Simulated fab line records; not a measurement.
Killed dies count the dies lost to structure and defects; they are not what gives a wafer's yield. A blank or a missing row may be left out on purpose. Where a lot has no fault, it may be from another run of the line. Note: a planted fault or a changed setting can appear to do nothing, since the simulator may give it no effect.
fab line records || flow sfq-line
record: {"lots": 14, "wafers": 42, "last-day": 91}
route steps=325 shown I4@167
lots with no fault: from the same line, run without faults
start-h: the number of hours between the record's first day and the start of the first shown wafer of the lot || wait-h: hours since the lot's step before || " repeats the value in the row above || L1.1+2: one row covering several wafers at once || - either no value or no given start || * or withheld: withheld || < > ~ a bound
route shown NAME@n: NAME is a module with steps in the file, n the number in the route of the first one || usual: average and standard deviation across the fault-free wafers || same: alike in all rows || chamber/n: place in a boat || sites: each site's reading || _std_site: standard deviation across them || _edge_site: mean of outer sites minus mean of inner sites || radius-mm: how far each site lies from the wafer's centre || mask NAME#n: copy n || behind: the tool/chamber that last shaped the wafer || hold: the reason the lot was held/the length of the hold in hours/how it ended || device: names the non-switching transistor (n, p or np) || end of line: at the end of the route, the tests of the same wafers || step lacking rows: just its recipe || killed: dies lost to structure and defects at the first sort, not the wafer's yield || map: shows each die of a wafer: x if killed, . if not, _ if none is there
set.NAME: the setting that was run; set.NAME@STEP: the one run at that earlier step || model.NAME: the simulator's own value behind a step, which no gauge read
a sample of lots followed through the steps of the route, with each step as a table and each wafer as a row
services: from which hour (start-h, from the record's first day; less than 0 if before it) a tool's chamber was out of use, for how many hours, and why
== steps ==
step: SFQ_TRILAYER_I4_VIA_LITHO_COAT_108
recipe: {"resist": "BARC", "spin-rpm": 3000, "resist-thk-nm": 62}
usual: {"resist-line-temp-C": "23.00/0.11"}
{"lot.wafer": "L176.1", "tool": "litho-track-04", "chamber": 0, "start-h": 1169.92, "wait-h": 1.0, "resist-line-temp-C": 23.15}
{"lot.wafer": "L176.2", "tool": "litho-track-04", "chamber": 0, "start-h": 1169.92, "wait-h": 1.0, "resist-line-temp-C": 23.17}
{"lot.wafer": "L176.3", "tool": "litho-track-04", "chamber": 0, "start-h": 1169.92, "wait-h": 1.0, "resist-line-temp-C": 22.91}
{"lot.wafer": "L177.1", "tool": "litho-track-03", "chamber": 0, "start-h": 1185.10, "wait-h": 1.0, "resist-line-temp-C": 23.01}
{"lot.wafer": "L177.2", "tool": "litho-track-03", "chamber": 0, "start-h": 1185.10, "wait-h": 1.0, "resist-line-temp-C": 23.19}
{"lot.wafer": "L177.3", "tool": "litho-track-03", "chamber": 0, "start-h": 1185.10, "wait-h": 1.0, "resist-line-temp-C": 23.07}
{"lot.wafer": "L178.1", "tool": "litho-track-04", "chamber": 0, "start-h": 1190.32, "wait-h": 1.0, "resist-line-temp-C": 23.01}
{"lot.wafer": "L178.4", "tool": "litho-track-04", "chamber": 0, "start-h": 1190.32, "wait-h": 1.0, "resist-line-temp-C": 22.99}
{"lot.wafer": "L178.5", "tool": "litho-track-04", "chamber": 0, "start-h": 1190.32, "wait-h": 1.0, "resist-line-temp-C": 23.04}
{"lot.wafer": "L180.1", "tool": "litho-track-01", "chamber": 0, "start-h": 1213.37, "wait-h": 1.0, "resist-line-temp-C": 23.06}
{"lot.wafer": "L180.3", "tool": "litho-track-01", "chamber": 0, "start-h": 1213.37, "wait-h": 1.0, "resist-line-temp-C": 23.10}
{"lot.wafer": "L180.4", "tool": "litho-track-01", "chamber": 0, "start-h": 1213.37, "wait-h": 1.0, "resist-line-temp-C": 23.08}
{"lot.wafer": "L181.2", "tool": "litho-track-04", "chamber": 0, "start-h": 1217.77, "wait-h": 0.8, "resist-line-temp-C": 23.02}
{"lot.wafer": "L181.4", "tool": "litho-track-04", "chamber": 0, "start-h": 1217.77, "wait-h": 0.8, "resist-line-temp-C": 23.01}
{"lot.wafer": "L181.5", "tool": "litho-track-04", "chamber": 0, "start-h": 1217.77, "wait-h": 0.8, "resist-line-temp-C": 23.12}
{"lot.wafer": "L182.2", "tool": "litho-track-03", "chamber": 0, "start-h": 1222.49, "wait-h": 0.8, "resist-line-temp-C": 22.95}
{"lot.wafer": "L182.4", "tool": "litho-track-03", "chamber": 0, "start-h": 1222.49, "wait-h": 0.8, "resist-line-temp-C": 22.98}
{"lot.wafer": "L182.5", "tool": "litho-track-03", "chamber": 0, "start-h": 1222.49, "wait-h": 0.8, "resist-line-temp-C": 22.87}
{"lot.wafer": "L183.1", "tool": "litho-track-04", "chamber": 0, "start-h": 1233.18, "wait-h": 1.0, "resist-line-temp-C": 22.98}
{"lot.wafer": "L183.4", "tool": "litho-track-04", "chamber": 0, "start-h": 1233.18, "wait-h": 1.0, "resist-line-temp-C": 22.74}
{"lot.wafer": "L183.6", "tool": "litho-track-04", "chamber": 0, "start-h": 1233.18, "wait-h": 1.0, "resist-line-temp-C": 22.98}
{"lot.wafer": "L184.1", "tool": "litho-track-04", "chamber": 0, "start-h": 1241.61, "wait-h": 1.0, "resist-line-temp-C": 23.18}
{"lot.wafer": "L184.3", "tool": "litho-track-04", "chamber": 0, "start-h": 1241.61, "wait-h": 1.0, "resist-line-temp-C": 23.25}
{"lot.wafer": "L184.5", "tool": "litho-track-04", "chamber": 0, "start-h": 1241.61, "wait-h": 1.0, "resist-line-temp-C": 23.07}
{"lot.wafer": "L185.1", "tool": "litho-track-01", "chamber": 0, "start-h": 1268.27, "wait-h": 1.0, "resist-line-temp-C": 22.93}
{"lot.wafer": "L185.5", "tool": "litho-track-01", "chamber": 0, "start-h": 1268.27, "wait-h": 1.0, "resist-line-temp-C": 22.91}
{"lot.wafer": "L185.6", "tool": "litho-track-01", "chamber": 0, "start-h": 1268.27, "wait-h": 1.0, "resist-line-temp-C": 22.74}
{"lot.wafer": "L186.1", "tool": "litho-track-04", "chamber": 0, "start-h": 1271.27, "wait-h": 1.0, "resist-line-temp-C": 23.06}
{"lot.wafer": "L186.2", "tool": "litho-track-04", "chamber": 0, "start-h": 1271.27, "wait-h": 1.0, "resist-line-temp-C": 22.98}
{"lot.wafer": "L186.5", "tool": "litho-track-04", "chamber": 0, "start-h": 1271.27, "wait-h": 1.0, "resist-line-temp-C": 22.92}
{"lot.wafer": "L187.1", "tool": "litho-track-04", "chamber": 0, "start-h": 1283.27, "wait-h": 1.0, "resist-line-temp-C": 22.93}
{"lot.wafer": "L187.4", "tool": "litho-track-04", "chamber": 0, "start-h": 1283.27, "wait-h": 1.0, "resist-line-temp-C": 22.85}
{"lot.wafer": "L187.6", "tool": "litho-track-04", "chamber": 0, "start-h": 1283.27, "wait-h": 1.0, "resist-line-temp-C": 23.13}
{"lot.wafer": "L190.3", "tool": "litho-track-04", "chamber": 0, "start-h": 1304.77, "wait-h": 0.7, "resist-line-temp-C": 23.14}
{"lot.wafer": "L190.4", "tool": "litho-track-04", "chamber": 0, "start-h": 1304.77, "wait-h": 0.7, "resist-line-temp-C": 22.84}
{"lot.wafer": "L190.5", "tool": "litho-track-04", "chamber": 0, "start-h": 1304.77, "wait-h": 0.7, "resist-line-temp-C": 22.86}
{"lot.wafer": "L193.2", "tool": "litho-track-04", "chamber": 0, "start-h": 1311.47, "wait-h": 0.8, "resist-line-temp-C": 23.01}
{"lot.wafer": "L193.4", "tool": "litho-track-04", "chamber": 0, "start-h": 1311.47, "wait-h": 0.8, "resist-line-temp-C": 22.89}
{"lot.wafer": "L193.6", "tool": "litho-track-04", "chamber": 0, "start-h": 1311.47, "wait-h": 0.8, "resist-line-temp-C": 22.93}
{"lot.wafer": "L198.1", "tool": "litho-track-04", "chamber": 0, "start-h": 1370.84, "wait-h": 1.0, "resist-line-temp-C": 22.90}
{"lot.wafer": "L198.5", "tool": "litho-track-04", "chamber": 0, "start-h": 1370.84, "wait-h": 1.0, "resist-line-temp-C": 22.73}
{"lot.wafer": "L198.6", "tool": "litho-track-04", "chamber": 0, "start-h": 1370.84, "wait-h": 1.0, "resist-line-temp-C": 22.91}
step: SFQ_TRILAYER_I4_VIA_BARC_OPEN_VIA_ETCH_146
recipe: {"mask-material": "PR", "chemistry": "O2", "target-depth-nm": 125, "target": "BARC", "source-w": 500, "bias-w": 80, "pressure-mtorr": 30, "time-s": 41.7}
usual: {"drypump-motor-current-A": "5.9/0.4", "oes-product-au": "0.685/0.0045"}
{"lot.wafer": "L176.1", "tool": "rie-diel-02", "chamber": 1, "start-h": 1172.20, "wait-h": 0.0, "drypump-motor-current-A": 5.7, "oes-product-au": 0.692, "rf-hours-counter-h": 4}
{"lot.wafer": "L176.2", "tool": "rie-diel-02", "chamber": 3, "start-h": 1172.20, "wait-h": 0.0, "drypump-motor-current-A": 6.0, "oes-product-au": 0.681, "rf-hours-counter-h": 13}
{"lot.wafer": "L176.3", "tool": "rie-diel-02", "chamber": 2, "start-h": 1172.20, "wait-h": 0.0, "drypump-motor-current-A": 6.5, "oes-product-au": 0.679, "rf-hours-counter-h": 11}
{"lot.wafer": "L177.1", "tool": "rie-diel-03", "chamber": 3, "start-h": 1187.39, "wait-h": 0.0, "drypump-motor-current-A": 5.8, "oes-product-au": 0.689, "rf-hours-counter-h": 16}
{"lot.wafer": "L177.2", "tool": "rie-diel-03", "chamber": 2, "start-h": 1187.39, "wait-h": 0.0, "drypump-motor-current-A": 5.4, "oes-product-au": 0.685, "rf-hours-counter-h": 2}
{"lot.wafer": "L177.3", "tool": "rie-diel-03", "chamber": 0, "start-h": 1187.39, "wait-h": 0.0, "drypump-motor-current-A": 6.4, "oes-product-au": 0.686, "rf-hours-counter-h": 8}
{"lot.wafer": "L178.1", "tool": "rie-diel-03", "chamber": 3, "start-h": 1192.73, "wait-h": 0.0, "drypump-motor-current-A": 5.8, "oes-product-au": 0.691, "rf-hours-counter-h": 16}
{"lot.wafer": "L178.4", "tool": "rie-diel-03", "chamber": 0, "start-h": 1192.73, "wait-h": 0.0, "drypump-motor-current-A": 6.4, "oes-product-au": 0.682, "rf-hours-counter-h": 8}
{"lot.wafer": "L178.5", "tool": "rie-diel-03", "chamber": 0, "start-h": 1192.73, "wait-h": 0.0, "drypump-motor-current-A": 6.4, "oes-product-au": 0.684, "rf-hours-counter-h": "-"}
{"lot.wafer": "L180.1", "tool": "rie-diel-01", "chamber": 3, "start-h": 1351.09, "wait-h": 0.0, "drypump-motor-current-A": 6.1, "oes-product-au": 0.684, "rf-hours-counter-h": 8}
{"lot.wafer": "L180.3", "tool": "rie-diel-01", "chamber": 0, "start-h": 1351.09, "wait-h": 0.0, "drypump-motor-current-A": 6.3, "oes-product-au": 0.692, "rf-hours-counter-h": 15}
{"lot.wafer": "L180.4", "tool": "rie-diel-01", "chamber": 2, "start-h": 1351.09, "wait-h": 0.0, "drypump-motor-current-A": 5.9, "oes-product-au": 0.689, "rf-hours-counter-h": 9}
{"lot.wafer": "L181.2", "tool": "rie-diel-02", "chamber": 1, "start-h": 1353.49, "wait-h": 0.0, "drypump-motor-current-A": 5.7, "oes-product-au": 0.684, "rf-hours-counter-h": 6}
{"lot.wafer": "L181.4", "tool": "rie-diel-02", "chamber": 2, "start-h": 1353.49, "wait-h": 0.0, "drypump-motor-current-A": 6.5, "oes-product-au": 0.691, "rf-hours-counter-h": 14}
{"lot.wafer": "L181.5", "tool": "rie-diel-02", "chamber": 3, "start-h": 1353.49, "wait-h": 0.0, "drypump-motor-current-A": 6.0, "oes-product-au": 0.687, "rf-hours-counter-h": "-"}
{"lot.wafer": "L182.2", "tool": "rie-diel-02", "chamber": 3, "start-h": 1361.65, "wait-h": 0.0, "drypump-motor-current-A": 6.0, "oes-product-au": 0.685, "rf-hours-counter-h": 15}
{"lot.wafer": "L182.4", "tool": "rie-diel-02", "chamber": 0, "start-h": 1361.65, "wait-h": 0.0, "drypump-motor-current-A": 5.0, "oes-product-au": 0.690, "rf-hours-counter-h": 2}
{"lot.wafer": "L182.5", "tool": "rie-diel-02", "chamber": 2, "start-h": 1361.65, "wait-h": 0.0, "drypump-motor-current-A": 6.5, "oes-product-au": 0.687, "rf-hours-counter-h": "-"}
{"lot.wafer": "L183.1", "tool": "rie-diel-03", "chamber": 1, "start-h": 1372.45, "wait-h": 0.0, "drypump-motor-current-A": 6.0, "oes-product-au": 0.688, "rf-hours-counter-h": 9}
{"lot.wafer": "L183.4", "tool": "rie-diel-03", "chamber": 2, "start-h": 1372.45, "wait-h": 0.0, "drypump-motor-current-A": 5.4, "oes-product-au": 0.691, "rf-hours-counter-h": 5}
{"lot.wafer": "L183.6", "tool": "rie-diel-03", "chamber": 3, "start-h": 1372.45, "wait-h": 0.0, "drypump-motor-current-A": 5.8, "oes-product-au": 0.679, "rf-hours-counter-h": "-"}
{"lot.wafer": "L184.1", "tool": "rie-diel-02", "chamber": 1, "start-h": 1380.97, "wait-h": 0.0, "drypump-motor-current-A": 5.7, "oes-product-au": 0.685, "rf-hours-counter-h": 7}
{"lot.wafer": "L184.3", "tool": "rie-diel-02", "chamber": 2, "start-h": 1380.97, "wait-h": 0.0, "drypump-motor-current-A": 6.5, "oes-product-au": 0.684, "rf-hours-counter-h": 14}
{"lot.wafer": "L184.5", "tool": "rie-diel-02", "chamber": 1, "start-h": 1380.97, "wait-h": 0.0, "drypump-motor-current-A": 5.7, "oes-product-au": 0.689, "rf-hours-counter-h": "-"}
{"lot.wafer": "L185.1", "tool": "rie-diel-02", "chamber": 3, "start-h": 1402.57, "wait-h": 0.0, "drypump-motor-current-A": 6.0, "oes-product-au": 0.680, "rf-hours-counter-h": 16}
{"lot.wafer": "L185.5", "tool": "rie-diel-02", "chamber": 0, "start-h": 1402.57, "wait-h": 0.0, "drypump-motor-current-A": 5.1, "oes-product-au": 0.677, "rf-hours-counter-h": "-"}
{"lot.wafer": "L185.6", "tool": "rie-diel-02", "chamber": 3, "start-h": 1402.57, "wait-h": 0.0, "drypump-motor-current-A": 6.1, "oes-product-au": 0.688, "rf-hours-counter-h": "-"}
{"lot.wafer": "L186.1", "tool": "rie-diel-01", "chamber": 0, "start-h": 1404.97, "wait-h": 0.0, "drypump-motor-current-A": 6.3, "oes-product-au": 0.679, "rf-hours-counter-h": 16}
{"lot.wafer": "L186.2", "tool": "rie-diel-01", "chamber": 3, "start-h": 1404.97, "wait-h": 0.0, "drypump-motor-current-A": 6.1, "oes-product-au": 0.687, "rf-hours-counter-h": 8}
{"lot.wafer": "L186.5", "tool": "rie-diel-01", "chamber": 2, "start-h": 1404.97, "wait-h": 0.0, "drypump-motor-current-A": 5.9, "oes-product-au": 0.690, "rf-hours-counter-h": "-"}
{"lot.wafer": "L187.1", "tool": "rie-diel-03", "chamber": 0, "start-h": 1418.17, "wait-h": 0.0, "drypump-motor-current-A": 6.5, "oes-product-au": 0.691, "rf-hours-counter-h": 12}
{"lot.wafer": "L187.4", "tool": "rie-diel-03", "chamber": 2, "start-h": 1418.17, "wait-h": 0.0, "drypump-motor-current-A": 5.4, "oes-product-au": 0.684, "rf-hours-counter-h": 5}
{"lot.wafer": "L187.6", "tool": "rie-diel-03", "chamber": 1, "start-h": 1418.17, "wait-h": 0.0, "drypump-motor-current-A": 6.0, "oes-product-au": 0.681, "rf-hours-counter-h": "-"}
{"lot.wafer": "L190.3", "tool": "rie-diel-03", "chamber": 3, "start-h": 1437.37, "wait-h": 0.0, "drypump-motor-current-A": 5.8, "oes-product-au": 0.656, "rf-hours-counter-h": 20}
{"lot.wafer": "L190.4", "tool": "rie-diel-03", "chamber": 0, "start-h": 1437.37, "wait-h": 0.0, "drypump-motor-current-A": 6.5, "oes-product-au": 0.655, "rf-hours-counter-h": 12}
{"lot.wafer": "L190.5", "tool": "rie-diel-03", "chamber": 2, "start-h": 1437.37, "wait-h": 0.0, "drypump-motor-current-A": 5.4, "oes-product-au": 0.659, "rf-hours-counter-h": "-"}
{"lot.wafer": "L193.2", "tool": "rie-diel-03", "chamber": 2, "start-h": 1444.57, "wait-h": 0.0, "drypump-motor-current-A": 5.4, "oes-product-au": 0.654, "rf-hours-counter-h": 5}
{"lot.wafer": "L193.4", "tool": "rie-diel-03", "chamber": 1, "start-h": 1444.57, "wait-h": 0.0, "drypump-motor-current-A": 6.0, "oes-product-au": 0.655, "rf-hours-counter-h": 10}
{"lot.wafer": "L193.6", "tool": "rie-diel-03", "chamber": 0, "start-h": 1444.57, "wait-h": 0.0, "drypump-motor-current-A": 6.4, "oes-product-au": 0.654, "rf-hours-counter-h": "-"}
{"lot.wafer": "L198.1", "tool": "rie-diel-03", "chamber": 0, "start-h": 1503.86, "wait-h": 0.0, "drypump-motor-current-A": 6.4, "oes-product-au": 0.685, "rf-hours-counter-h": 13}
{"lot.wafer": "L198.5", "tool": "rie-diel-03", "chamber": 2, "start-h": 1503.86, "wait-h": 0.0, "drypump-motor-current-A": 5.4, "oes-product-au": 0.682, "rf-hours-counter-h": "-"}
{"lot.wafer": "L198.6", "tool": "rie-diel-03", "chamber": 1, "start-h": 1503.86, "wait-h": 0.0, "drypump-motor-current-A": 6.0, "oes-product-au": 0.688, "rf-hours-counter-h": "-"}
== services ==
{"tool": "rie-diel-02", "chamber": 0, "start-h": 1154.65, "hours": "-", "kind": "clean"}
{"tool": "rie-diel-02", "chamber": 0, "start-h": 1154.65, "hours": 13.7, "kind": "scheduled-down"}
{"tool": "rie-diel-02", "chamber": 0, "start-h": 1154.65, "hours": 13.7, "kind": "vent-cycle"}
{"tool": "rie-diel-03", "chamber": 0, "start-h": 1162.52, "hours": 1.5, "kind": "repair"}
{"tool": "rie-diel-01", "chamber": 1, "start-h": 1169.53, "hours": 5.1, "kind": "repair"}
{"tool": "rie-diel-02", "chamber": "-", "start-h": 1177.96, "hours": 15.6, "kind": "pm"}
{"tool": "rie-diel-02", "chamber": "-", "start-h": 1305.52, "hours": 14.6, "kind": "pm"}
{"tool": "rie-diel-01", "chamber": 3, "start-h": 1307.36, "hours": 9.3, "kind": "repair"}
{"tool": "rie-diel-03", "chamber": 2, "start-h": 1312.25, "hours": 9.3, "kind": "repair"}
{"tool": "rie-diel-02", "chamber": "-", "start-h": 1331.60, "hours": 2.8, "kind": "pm"}
{"tool": "rie-diel-03", "chamber": 0, "start-h": 1402.28, "hours": 5.1, "kind": "repair"}
{"tool": "rie-diel-02", "chamber": "-", "start-h": 1422.12, "hours": 1.4, "kind": "repair"}
{"tool": "rie-diel-03", "chamber": "-", "start-h": 1450.88, "hours": 2.8, "kind": "pm"}
{"tool": "rie-diel-02", "chamber": 3, "start-h": 1451.22, "hours": 22.2, "kind": "repair"}
{"tool": "rie-diel-03", "chamber": 3, "start-h": 1453.88, "hours": 2.1, "kind": "repair"}
{"tool": "rie-diel-01", "chamber": 1, "start-h": 1476.45, "hours": 7.0, "kind": "repair"}
== key ==
first-sign: {"step": "SFQ_TRILAYER_I4_VIA_BARC_OPEN_VIA_ETCH_146", "reading": "oes-product-au", "direction": "down", "sigmas": 6.7, "usual": 0.685, "struck": 0.656}
effect none on later readings
met-at SFQ_TRILAYER_I4_VIA_LITHO_COAT_108
struck-lots L190,L193
onset-between 1283.27 1304.77
fault: {"kind": "process-parameter-drift", "tool": "litho-track-04", "chamber": "-", "onset-h": 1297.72, "steps": "SFQ_TRILAYER_I4_VIA_LITHO_COAT_108", "channel": "resist-thk-nm", "offset": -6.1276, "shape": "step", "end-h": 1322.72, "acts-in": "these-recipes-only", "stated": 62}
